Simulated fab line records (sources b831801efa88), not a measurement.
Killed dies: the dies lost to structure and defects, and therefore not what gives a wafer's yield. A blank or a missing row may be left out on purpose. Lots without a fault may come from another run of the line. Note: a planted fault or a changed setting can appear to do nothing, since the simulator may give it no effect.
Matching of chambers ; flow sky130 ; SKY_PASSIVATION_CVD_02 on pecvd-03 has 3 sister chambers
The step deposits Si3N4, target thk 540 nm. 6 wafers are shown with their chamber, then 7 later ones without.

WAFERS, EACH WITH ITS CHAMBER
wafer;chamber;heater-power-w (W)
L079.4;0;865
L082.1;2;632
L084.2;0;825
L084.6;1;980
L090.1;2;714
L090.3;1;836

WAFERS WITHOUT THEIR CHAMBER
wafer;heater-power-w (W)
L090.6;723
L092.2;978
L092.3;780
L092.4;657
L096.1;900
L096.2;769
L096.4;608

WHICH CHAMBER EACH ONE RAN IN
wafer;from the rows above;in truth
L090.6;can't be placed: 2 or 0 or 1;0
L092.2;can't be placed: 1 or 0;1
L092.3;can't be placed: 0 or 2 or 1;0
L092.4;2;2
L096.1;can't be placed: 1 or 0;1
L096.2;can't be placed: 0 or 2 or 1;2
L096.4;2;2
2 of 7 placed correctly. Can't be placed from these rows: 5 (the true chamber is among the candidates in 5). 0 placed wrongly.
How it was worked out, from the rows above alone: a wafer's distance from a chamber is the root of the sum, over the readings, of the square of ((its reading less the chamber's mean) divided by the reading's scatter). The wafer belongs to the nearest chamber; if the next one is less than 2 further off, it can't be placed. Each chamber's mean is taken over the wafers shown for it. The scatter: the root of (the sum of the squares of (reading less its chamber's mean) over the shown wafers, divided by (wafers less chambers)).
